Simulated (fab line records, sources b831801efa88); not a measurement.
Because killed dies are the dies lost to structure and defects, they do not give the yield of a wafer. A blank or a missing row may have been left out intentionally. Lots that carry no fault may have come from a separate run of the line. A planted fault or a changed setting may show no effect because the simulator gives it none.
fab line records	flow sky130	part 2 of 2: steps 30 to 41 of 41
record: lots: 5	wafers: 15	lastDay: 49
route steps=708 shown PWDE@50 NWELL@56 VT_ADJUST_HVTP@85
lots with no fault: from the same line, run without faults
startH: hours from the record's first day to the start of the lot's first wafer shown	waitH: time in hours since the lot's previous step	" unchanged from the row above	L1.1+2: several wafers, shown together as one row	- either no value or no given start	* or withheld: withheld	< > ~ a bound
route shown NAME@n: names a module that has steps shown in the file, with the first one's number in the route	usual: mean/standard deviation of fault-free wafers	same: alike in all rows	chamber/n: place in a boat	sites: the reading at each site	_std_site: standard deviation across them	_edge_site: the outer-site mean with the inner-site mean subtracted	radiusMm: how far each site lies from the wafer's centre	mask NAME#n: copy n	behind: tool/chamber where the wafer was last shaped	hold: what put the lot on hold/how long, in hours/how the hold closed	device: the transistor (n, p or np) that didn't switch	end of line: tests of these same wafers at the route's end	where a step has no rows: the recipe by itself	killed: at the first sort, the dies lost to defects and structure; wafer yield is something else	map: a wafer's dies, marking killed ones x, the rest . and places with no die _
set.NAME: the setting that was run; set.NAME@STEP: the one run at that earlier step	model.NAME: the simulator's own value behind a step, which no gauge read
a table for each step, a row for each wafer; lots at some steps of the route
services: from which hour (startH, from the record's first day; less than 0 if before it) a tool's chamber was out of use, for how many hours, and why
== steps ==
step: SKY_NWELL_TW_MEAS_26
usual: NWELL_2_TW: 495/4.7
lot.wafer	tool	chamber	startH	waitH	NWELL_2_TW
L075.1	filmMetro-02	-	115.38	0.1	488
L075.3	"	-	"	"	492
L075.5	"	-	"	"	491
L079.2	filmMetro-02	-	136.35	0.1	490
L079.3	"	-	"	"	489
L079.6	"	-	"	"	488
L082.1	filmMetro-04	-	151.74	0.1	503
L082.5	"	-	"	"	499
L082.6	"	-	"	"	500
L089.3	filmMetro-02	-	196.26	0.1	492
L089.5	"	-	"	"	493
L089.6	"	-	"	"	495
L092.2	filmMetro-01	-	223.05	0.1	492
L092.3	"	-	"	"	489
L092.6	"	-	"	"	491
step: SKY_NWELL_CLEAN_27
recipe: chemistry: SC1/SC2	mix: 1:4:20	tempC: 70	timeS: 150	dry: n2Spin
usual: bathGuardTempC: 69.7/0.55	tempC: 70.02/0.13
lot.wafer	tool	chamber	startH	waitH	bathGuardTempC	tempC
L075.1	wetBench-04	0	115.44	0.1	70.1	69.74
L075.3	"	0	"	"	70.4	69.77
L075.5	"	0	"	"	70.2	69.92
L079.2	wetBench-03	0	136.43	0.1	70.2	70.08
L079.3	"	0	"	"	70.4	69.83
L079.6	"	0	"	"	70.3	69.78
L082.1	wetBench-03	2	151.80	0.1	69.8	70.02
L082.5	"	2	"	"	69.8	70.04
L082.6	"	2	"	"	70.1	70.18
L089.3	wetBench-03	0	196.30	0.0	70.6	70.14
L089.5	"	0	"	"	70.3	70.10
L089.6	"	0	"	"	70.2	70.09
L092.2	wetBench-02	3	223.10	0.0	69.1	70.12
L092.3	"	3	"	"	68.8	70.16
L092.6	"	3	"	"	69.3	70.13
step: SKY_NWELL_RTA_28
recipe: tempC: 1050	timeS: 30	idleTempC: 650	rampUpCPerS: 150	rampDownCPerS: 90	ambient: N2
usual: lampPowerPct: 25.30/0.054	wafer_temp_C_max: 1054.9/0.91
lot.wafer	tool	chamber	startH	waitH	lampPowerPct	wafer_temp_C_max
L075.1	rtpAnneal-01	0	115.49	0.0	25.40	1056.5
L075.3	"	0	"	"	25.21	1054.8
L075.5	"	0	"	"	25.24	1054.6
L079.2	rtpAnneal-01	0	136.50	0.0	25.36	1055.2
L079.3	"	0	"	"	25.27	1056.4
L079.6	"	0	"	"	25.25	1056.6
L082.1	rtpAnneal-02	0	151.85	0.0	25.33	1054.8
L082.5	"	0	"	"	25.38	1054.8
L082.6	"	0	"	"	25.32	1054.6
L089.3	rtpAnneal-01	0	196.43	0.0	25.39	1054.4
L089.5	"	0	"	"	25.30	1056.1
L089.6	"	0	"	"	25.44	1057.0
L092.2	rtpAnneal-01	0	223.17	0.0	25.28	1055.6
L092.3	"	0	"	"	25.31	1054.3
L092.6	"	0	"	"	25.30	1055.5
step: SKY_NWELL_RS_MEAS_29
recipe: thkMeasGauge: four-point-probe
usual: NWELL_RS: 626.0/1.6
lot.wafer	tool	chamber	startH	waitH	NWELL_RS[ohm/sq]
L075.1	filmMetro-02	-	115.59	0.1	629.0
L075.3	"	-	"	"	628.3
L075.5	"	-	"	"	630.2
L079.2	filmMetro-04	-	136.60	0.1	626.2
L079.3	"	-	"	"	626.3
L079.6	"	-	"	"	623.6
L082.1	filmMetro-02	-	151.95	0.1	626.8
L082.5	"	-	"	"	627.8
L082.6	"	-	"	"	628.2
L089.3	filmMetro-04	-	196.54	0.1	624.8
L089.5	"	-	"	"	623.8
L089.6	"	-	"	"	626.3
L092.2	filmMetro-04	-	223.27	0.1	624.2
L092.3	"	-	"	"	625.0
L092.6	"	-	"	"	624.1
step: SKY_NWELL_RS_MEAS_31
recipe: thkMeasGauge: four-point-probe
usual: PWDE_RS: 5278/17
lot.wafer	tool	chamber	startH	waitH	PWDE_RS[ohm/sq]
L075.1	filmMetro-02	-	115.83	0.1	5245
L075.3	"	-	"	"	5295
L075.5	"	-	"	"	5262
L079.2	filmMetro-04	-	136.84	0.1	5288
L079.3	"	-	"	"	5266
L079.6	"	-	"	"	5271
L082.1	filmMetro-02	-	152.19	0.1	5266
L082.5	"	-	"	"	5271
L082.6	"	-	"	"	5292
L089.3	filmMetro-04	-	196.78	0.1	5296
L089.5	"	-	"	"	5298
L089.6	"	-	"	"	5294
L092.2	filmMetro-04	-	223.51	0.1	5243
L092.3	"	-	"	"	5267
L092.6	"	-	"	"	5260
step: SKY_VT_ADJUST_HVTP_DEHYDRATE_00
recipe: tempC: 200	timeS: 60
lot.wafer	tool	chamber	startH	waitH
L075.1+3+5	lithoTrack-01	0	124.36	8.5
L079.2+3+6	lithoTrack-01	0	146.13	9.3
L082.1+5+6	lithoTrack-02	0	161.45	9.2
L089.3+5+6	lithoTrack-01	0	207.41	10.6
L092.2+3+6	lithoTrack-01	0	234.08	10.5
step: SKY_VT_ADJUST_HVTP_HMDS_01
recipe: primeTimeS: 60	primeTempC: 120
lot.wafer	tool	chamber	startH	waitH
L075.1+3+5	lithoTrack-01	0	124.51	0.1
L079.2+3+6	lithoTrack-01	0	146.28	0.1
L082.1+5+6	lithoTrack-02	0	161.60	0.1
L089.3+5+6	lithoTrack-01	0	207.56	0.1
L092.2+3+6	lithoTrack-01	0	234.23	0.1
step: SKY_VT_ADJUST_HVTP_COAT_02
recipe: resist: NOVOLAK	spinRpm: 3000	resistThkNm: 1140
lot.wafer	tool	chamber	startH	waitH
L075.1+3+5	lithoTrack-01	0	124.66	0.1
L079.2+3+6	lithoTrack-01	0	146.43	0.1
L082.1+5+6	lithoTrack-02	0	161.75	0.1
L089.3+5+6	lithoTrack-01	0	207.71	0.1
L092.2+3+6	lithoTrack-01	0	234.38	0.1
step: SKY_VT_ADJUST_HVTP_SOFTBAKE_03
recipe: tempC: 90	timeS: 60	resist: NOVOLAK
lot.wafer	tool	chamber	startH	waitH
L075.1+3+5	lithoTrack-01	0	124.81	0.1
L079.2+3+6	lithoTrack-01	0	146.58	0.1
L082.1+5+6	lithoTrack-02	0	161.90	0.1
L089.3+5+6	lithoTrack-01	0	207.86	0.1
L092.2+3+6	lithoTrack-01	0	234.53	0.1
step: SKY_VT_ADJUST_HVTP_EXPOSE_04
recipe: maskId: HVTPM	na: 0.6	sourceShape: conventional	sigmaOuter: 0.6	polarization: unpolarized	targetCdNm: 380	doseMj: 140
usual: stageVelMmS: 500.08/0.24
lot.wafer	tool	chamber	startH	waitH	mask	stageVelMmS
L075.1	ilineStepper-02	0	-	-	HVTPM#0	500.40
L075.3	"	0	"	"	HVTPM#0	499.91
L075.5	"	0	"	"	HVTPM#0	500.22
L079.2	ilineStepper-01	0	-	-	HVTPM#0	500.29
L079.3	"	0	"	"	HVTPM#0	500.25
L079.6	"	0	"	"	HVTPM#0	500.05
L082.1	ilineStepper-02	0	-	-	HVTPM#0	499.95
L082.5	"	0	"	"	HVTPM#0	500.00
L082.6	"	0	"	"	HVTPM#0	500.36
L089.3	ilineStepper-02	0	-	-	HVTPM#0	500.40
L089.5	"	0	"	"	HVTPM#0	500.16
L089.6	"	0	"	"	HVTPM#0	499.99
L092.2	ilineStepper-02	0	-	-	HVTPM#0	500.02
L092.3	"	0	"	"	HVTPM#0	500.19
L092.6	"	0	"	"	HVTPM#0	500.05
step: SKY_VT_ADJUST_HVTP_PEB_05
recipe: tempC: withheld	timeS: *	resist: NOVOLAK
lot.wafer	tool	chamber	startH	waitH
L075.1+3+5	lithoTrack-01	0	-	-
L079.2+3+6	lithoTrack-04	0	-	-
L082.1+5+6	lithoTrack-01	0	-	-
L089.3+5+6	lithoTrack-01	0	-	-
L092.2+3+6	lithoTrack-02	0	-	-
step: SKY_VT_ADJUST_HVTP_DEVELOP_06
recipe: resist: NOVOLAK	developer: TMAH	developTimeS: 60	devTempC: 23
lot.wafer	tool	chamber	startH	waitH
L075.1+3+5	lithoTrack-01	0	134.06	0.1
L079.2+3+6	lithoTrack-04	0	156.64	0.1
L082.1+5+6	lithoTrack-01	0	171.96	0.1
L089.3+5+6	lithoTrack-01	0	219.31	0.1
L092.2+3+6	lithoTrack-02	0	246.63	0.1
== services ==
tool	chamber	startH	hours	kind
ilineStepper-01	-	60.53	7.2	repair
plasmaAsher-02	-	67.69	6.8	repair
plasmaAsher-04	-	67.69	1.5	repair
ilineStepper-02	-	67.73	2.1	pm
plasmaAsher-04	-	76.88	1.9	repair
implanter-03	-	78.37	6.9	pm
plasmaAsher-03	-	108.75	9.0	pm
ilineStepper-01	-	113.86	1.7	pm
ilineStepper-01	-	115.95	4.7	repair
implanter-02	-	117.65	0.6	repair
implanter-01	-	124.26	15.0	pm
rtpAnneal-01	-	131.22	2.7	pm
implanter-01	-	140.13	3.4	pm
wetBench-03	-	140.96	1.9	pm
implanter-02	-	142.38	2.9	pm
ilineStepper-02	-	145.18	1.7	pm
implanter-01	-	146.04	2.0	repair
implanter-01	-	147.35	4.6	repair
implanter-02	-	185.03	16.6	repair
ilineStepper-01	-	188.56	1.9	repair
implanter-03	-	195.85	3.1	repair
implanter-02	-	210.94	35.5	pm
plasmaAsher-03	-	220.70	3.4	repair
plasmaAsher-04	-	245.35	5.1	repair
